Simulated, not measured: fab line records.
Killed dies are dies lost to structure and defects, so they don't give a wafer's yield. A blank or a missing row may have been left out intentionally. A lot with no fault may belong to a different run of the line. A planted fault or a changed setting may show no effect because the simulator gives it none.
Commonality check across tools    flow gf180mcu    14 lots and 48 wafers in the sample

== THE REASON FOR OPENING IT ==
On 2 of the 14 lots, a flag is raised at GF_M2_CD_MEAS_14 on the reading cd-nm. Fault-free wafers read 280.4 nm, with a standard deviation of 1.1.
Rule: a lot is flagged in two cases, either no wafer of it has a number, or all its wafers with numbers fall more than 4 standard deviations from that mean. The other lots count as sound.

lot   measured      on         cd-nm (nm), wafer by wafer           flag
L141  day 19 07:22  cd-sem-02  280.9 279.6 280.6                    
L142  day 19 20:26  cd-sem-01  280.9 280.4 280.7                    
L144  day 20 14:10  cd-sem-01  281.4 281.0 281.1                    
L146  day 21 05:43  cd-sem-02  279.2 279.1 279.5                    
L147  day 22 02:34  cd-sem-02  279.5 279.5 280.6                    
L149  day 22 08:40  cd-sem-01  280.0 280.8 281.3                    
L151  day 22 23:10  cd-sem-01  282.1 280.6 281.2                    
L150  day 23 02:55  cd-sem-02  279.4 279.4 280.4                    
L152  day 23 18:37  cd-sem-02  279.1 279.5 278.6                    
L153  day 23 21:29  cd-sem-01  282.1 281.5 281.8                    
L155  day 24 10:40  cd-sem-02  281.0 281.7 279.9                    
L156  day 24 16:58  cd-sem-01  247.6 249.7 266.4 248.0 249.9 266.0  FLAGGED
L157  day 24 21:37  cd-sem-02  247.7 271.3 251.5 247.9 271.6 251.4  FLAGGED
L164  day 27 10:25  cd-sem-01  280.8 281.1 281.2                    
Average over the flagged lots: 255.8 nm; offset from the usual -24.6 nm, equal to -22 standard deviations.

== EACH LOT AND THE TOOL IT RAN ON ==
The record keeps 1 process step preceding the reading, out of 602 steps on the route. Every cell lists first the tool, next ch and the chambers used by the sampled wafers, and last the start.
lot   flag     GF_M2_EXPOSE_11
L141           krf-scanner-02 ch 0, day 18 19:34
L142           krf-scanner-01 ch 0, day 19 08:29
L144           krf-scanner-02 ch 0, day 20 02:08
L146           krf-scanner-02 ch 0, day 20 17:43
L147           krf-scanner-02 ch 0, day 21 14:37
L149           krf-scanner-02 ch 0, day 21 21:30
L151           krf-scanner-02 ch 0, day 22 11:22
L150           krf-scanner-02 ch 0, day 22 15:10
L152           krf-scanner-02 ch 0, day 23 07:52
L153           krf-scanner-02 ch 0, day 23 10:20
L155           krf-scanner-01 ch 0, day 24 00:28
L156  FLAGGED  krf-scanner-02 ch 0, day 24 06:26
L157  FLAGGED  krf-scanner-02 ch 0, day 24 10:22
L164           krf-scanner-01 ch 0, day 27 00:11
What the steps here do:
- GF_M2_EXPOSE_11: exposes mask Metal2, target cd 280 nm.
- GF_M2_CD_MEAS_14: target cd 280 nm.

== FLAGGED AGAINST TOTAL, ONE TOOL AT A TIME (gauges that did the reading follow at the end) ==
step              tool            lots run  flagged  share of the flagged lots  sound lots run after its first flagged lot
GF_M2_EXPOSE_11   krf-scanner-01  3         0        none                       -
GF_M2_EXPOSE_11   krf-scanner-02  11        2        all                        0
GF_M2_CD_MEAS_14  cd-sem-01       7         1        some                       1 (L164)
GF_M2_CD_MEAS_14  cd-sem-02       7         1        some                       0

== WHAT IS ALLOWED BY THE TABLE ==
In the table, 1 row covers all flagged lots: krf-scanner-02 at GF_M2_EXPOSE_11.
- krf-scanner-02 at GF_M2_EXPOSE_11 ran 11 lots, 2 of them flagged. Its last sound lot is L153 (day 23 10:20), its first flagged lot L156 (day 24 06:26): a fault that began between those two fits.
One tool is left: krf-scanner-02 at GF_M2_EXPOSE_11.

== WHAT WAS PUT IN BY THE SIMULATOR ==
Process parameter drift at GF_M2_EXPOSE_11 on krf-scanner-02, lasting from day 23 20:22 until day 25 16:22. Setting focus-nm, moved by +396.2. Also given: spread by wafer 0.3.
Lots struck among those shown: L156, L157. The rule above found the same.
